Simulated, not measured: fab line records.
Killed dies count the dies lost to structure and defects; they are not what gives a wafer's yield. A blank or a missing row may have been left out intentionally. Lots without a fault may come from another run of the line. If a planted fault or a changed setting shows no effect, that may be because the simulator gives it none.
The same fault as seen by 2 desks | flow gf180mcu | numbers are kept per desk, each desk with only its own; the story behind them comes last

== AT THE TOOL OWNER'S DESK: implanter-02 ==
The tool's own readings at GF_MVSD_IMPLANT_08: means of the sampled wafers that have a number, for each lot that ran on this tool. Marked OUT: a lot whose mean sits more than 4 standard deviations from the usual mean, which makes it out of limits; the brackets give that distance.
Columns: A = beam_on_s at GF_MVSD_IMPLANT_08, usual 10.02 s; B = end_station_pressure_torr at GF_MVSD_IMPLANT_08, usual 5.05e-06 Torr; C = faraday_current_uA at GF_MVSD_IMPLANT_08, usual 90.0
lot  | first seen here | A               | B                          | C
L514 | day 4 15:56     | 9.92            | 5.20e-06                   | 90.7
L520 | day 6 03:56     | 9.90            | 5.32e-06                   | 91.0
L521 | day 6 09:30     | 9.96            | 4.99e-06                   | 90.9
L525 | day 7 09:03     | 10.09           | 5.03e-06                   | 89.8
L526 | day 7 13:09     | 12.75 (+14) OUT | 1.10e-04 (+99 or more) OUT | 71.7 (-11) OUT
L529 | day 8 06:50     | 12.56 (+13) OUT | 1.13e-04 (+99 or more) OUT | 72.6 (-10) OUT
L531 | day 8 21:50     | 12.51 (+13) OUT | 1.14e-04 (+99 or more) OUT | 72.8 (-10) OUT
This desk's finding: out of limits on L526, L529, L531; first on L526, day 7 13:09 (beam_on_s at GF_MVSD_IMPLANT_08). L514, L520, L521, L525: within limits.

== FROM THE METROLOGY DESK ==
Lot by lot, what the gauges showed, no matter which tool ran the lot: averages of those sampled wafers that carry a number. Marked OUT: a lot whose mean sits more than 4 standard deviations from the usual mean, which makes it out of limits; the brackets give that distance.
Columns: A = LVPWELL_TW at GF_LVPWELL_TW_MEAS_11, usual 558; B = MVSD_TW at GF_MVSD_TW_MEAS_11, usual 1574; C = MVPSD_OVL at GF_MVPSD_OVL_MEAS_07, usual 1.6 nm; D = MVSD_RS at GF_VT_IMPLANT_RS_MEAS_46, usual 456.7 ohm/sq
lot  | first seen here | A   | B               | C    | D
L513 | day 3 20:29     | 560 | 1554            | 1.7  | 456.4
L514 | day 4 01:44     | 556 | 1553            | -0.9 | 456.6
L518 | day 5 03:55     | 561 | 1585            | 1.4  | 457.6
L520 | day 5 12:40     | 561 | 1589            | 1.3  | 456.3
L521 | day 5 18:40     | 560 | 1569            | 3.0  | 456.9
L523 | day 6 05:58     | 558 | 1563            | 1.4  | 456.0
L525 | day 6 17:24     | 554 | 1579            | 1.8  | 455.8
L526 | day 6 21:46     | 557 | 1687 (+9.4) OUT | -0.7 | 406.6 (-42) OUT
L527 | day 7 05:18     | 564 | 1589            | -0.1 | 457.1
L528 | day 7 11:40     | 552 | 1582            | 0.6  | 454.3
L529 | day 7 14:56     | 564 | 1681 (+8.9) OUT | 1.6  | 406.8 (-42) OUT
L531 | day 8 04:44     | 555 | 1671 (+8.1) OUT | 2.9  | 405.1 (-43) OUT
L536 | day 9 12:49     | 556 | 1555            | 1.4  | 457.5
Per this desk, out of limits: L526, L529, L531; the first was L526, day 7 13:33 (MVSD_TW at GF_MVSD_TW_MEAS_11). L513, L514, L518, L520, L521, L523, L525, L527, L528, L536: within limits.

== BROUGHT TOGETHER ==
The tool owner's desk could have raised an alarm at day 7 13:09, on L526, L529, L531.
An alarm was possible from the metrology desk at day 7 13:33, on L526, L529, L531.
All the named lots went through GF_MVSD_IMPLANT_08 on implanter-02.

== WHAT THE SIMULATOR PUT IN ==
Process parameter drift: implanter-02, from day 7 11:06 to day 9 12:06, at GF_MVSD_IMPLANT_08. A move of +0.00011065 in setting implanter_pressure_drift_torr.
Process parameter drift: implanter-02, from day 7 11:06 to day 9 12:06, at GF_MVSD_IMPLANT_08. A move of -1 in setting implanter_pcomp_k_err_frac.
Struck lots among those shown: L526, L529, L531.
Time in hours from fault onset to the first out-of-limits reading at each desk: tool owner's desk 2, metrology desk 2.
